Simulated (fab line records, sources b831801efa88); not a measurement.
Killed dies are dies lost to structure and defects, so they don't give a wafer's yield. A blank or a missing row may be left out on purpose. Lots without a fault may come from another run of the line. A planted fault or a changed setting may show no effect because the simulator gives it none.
A struck lot beside a sound one | flow sky130 | 26 steps out of a route of 708
Sound: wafers L268.1, L268.3, L268.5. Struck: wafers L271.3, L271.4, L271.5. The cause comes at the end.
At each step with rows: each side's tool, then ch and its chambers, then its first start. Under that, the readings that differ: sound wafers | struck wafers | difference of the means | sigmas: that difference in standard deviations of wafers without a fault.
alike: readings whose means differ by less than 2 such deviations, and words and numbers that are the same on both sides. not compared: withheld readings, readings that some wafer has no value for, bounds like >300 that may hide the same value, and numbers for which the record gives no deviation and whose values overlap.
The two part at a step that has a row with sigmas, a row that says differs or no value, or rows on one side only. Numbers that don't overlap but have no deviation are shown without sigmas and don't part them. A reading that every wafer of one side lacks parts them only if that side has two wafers or more.

SKY_LDD_N_STRIP_16: strips in O2/N2.
  sound on plasma_asher-02 ch 0,1, day 18 11:17; struck on plasma_asher-02 ch 0,1, day 20 00:07
  alike: chamber_pressure_mTorr, drypump_motor_current_A, oes_product_au, strip_time_to_endpoint_s
  not compared: rf_hours_counter_h
SKY_LDD_N_TW_MEAS_17:
  sound on film_metro-02, day 18 11:23; struck on film_metro-03, day 20 00:13
  alike: LDD_N_TW
then, 7 steps without rows for these wafers: SKY_LDD_P_DEHYDRATE_00 (time 60 s); SKY_LDD_P_HMDS_01 (prime time 60 s); SKY_LDD_P_COAT_02 (resist thk 1140 nm); SKY_LDD_P_SOFTBAKE_03 (time 60 s); SKY_LDD_P_EXPOSE_04 (exposes mask PSDM, target cd 380 nm); SKY_LDD_P_PEB_05; SKY_LDD_P_DEVELOP_06 (develop time 60 s).
SKY_LDD_P_CD_MEAS_07: target cd 380 nm.
  sound on cd_sem-01, day 19 17:35; struck on cd_sem-02, day 21 07:05
  alike: cd_nm
SKY_LDD_P_OVL_MEAS_08:
  sound on overlay-02, day 19 17:43; struck on overlay-01, day 21 07:11
  alike: LDD_P_OVL
then, 1 step without rows for these wafers: SKY_LDD_P_IMPLANT_09.
SKY_LDD_P_STRIP_10: strips in O2/N2.
  sound on plasma_asher-03 ch 0,1, day 19 17:54; struck on plasma_asher-04 ch 0,1, day 21 07:23
  no value came back on the struck wafers for chamber_pressure_mTorr (mTorr), drypump_motor_current_A (A), oes_product_au (a.u.), strip_time_to_endpoint_s (s); on the sound wafers chamber_pressure_mTorr (mTorr) reads 1500.6 1501.4 1500.9
  reading                                    | sound | struck         | difference | sigmas
  model.NOVOLAK_of_LDD_P_COAT_02.thk_nm (nm) | 0 0 0 | 1136 1136 1137 | +1136      |
  not compared: rf_hours_counter_h
SKY_LDD_P_TW_MEAS_11:
  sound on film_metro-03, day 19 18:00; struck on film_metro-01, day 21 07:28
  reading  | sound       | struck      | difference | sigmas
  LDD_P_TW | 644 642 642 | 637 632 633 | -9         | -3
then, 7 steps without rows for these wafers: SKY_LDD_HVN_DEHYDRATE_00 (time 60 s); SKY_LDD_HVN_HMDS_01 (prime time 60 s); SKY_LDD_HVN_COAT_02 (resist thk 300 nm); SKY_LDD_HVN_SOFTBAKE_03 (time 60 s); SKY_LDD_HVN_EXPOSE_04 (exposes mask HVNTM, target cd 700 nm); SKY_LDD_HVN_PEB_05; SKY_LDD_HVN_DEVELOP_06 (develop time 60 s).
SKY_LDD_HVN_OVL_MEAS_07:
  sound on overlay-01, day 21 00:26; struck on overlay-01, day 22 13:38
  alike: LDD_HVN_OVL
then, 1 step without rows for these wafers: SKY_LDD_HVN_IMPLANT_08.
SKY_LDD_HVN_STRIP_09: strips in O2/N2.
  sound on plasma_asher-04 ch 0, day 21 00:38; struck on plasma_asher-04 ch 0,1, day 22 13:50
  reading                      | sound             | struck               | difference | sigmas
  oes_product_au (a.u.)        | 0.412 0.422 0.408 | 0.712 0.716 0.716    | +0.301     | +63
  strip_time_to_endpoint_s (s) | 4.132 4.130 4.146 | 21.691 21.691 21.725 | +17.566    | +99 or more
  alike: chamber_pressure_mTorr, drypump_motor_current_A
  not compared: rf_hours_counter_h
SKY_LDD_HVN_TW_MEAS_10:
  sound on film_metro-04, day 21 00:44; struck on film_metro-01, day 22 13:56
  reading    | sound          | struck   | difference | sigmas
  LDD_HVN_TW | 1440 1433 1441 | 30 30 30 | -1408      | -99 or more
then, 1 step without rows for these wafers: SKY_LDD_HVP_DEHYDRATE_00 (time 60 s).

WHERE THEY PART
First at SKY_LDD_P_STRIP_10; last, within this record, at SKY_LDD_HVN_TW_MEAS_10.

WHY: what the simulator had put in
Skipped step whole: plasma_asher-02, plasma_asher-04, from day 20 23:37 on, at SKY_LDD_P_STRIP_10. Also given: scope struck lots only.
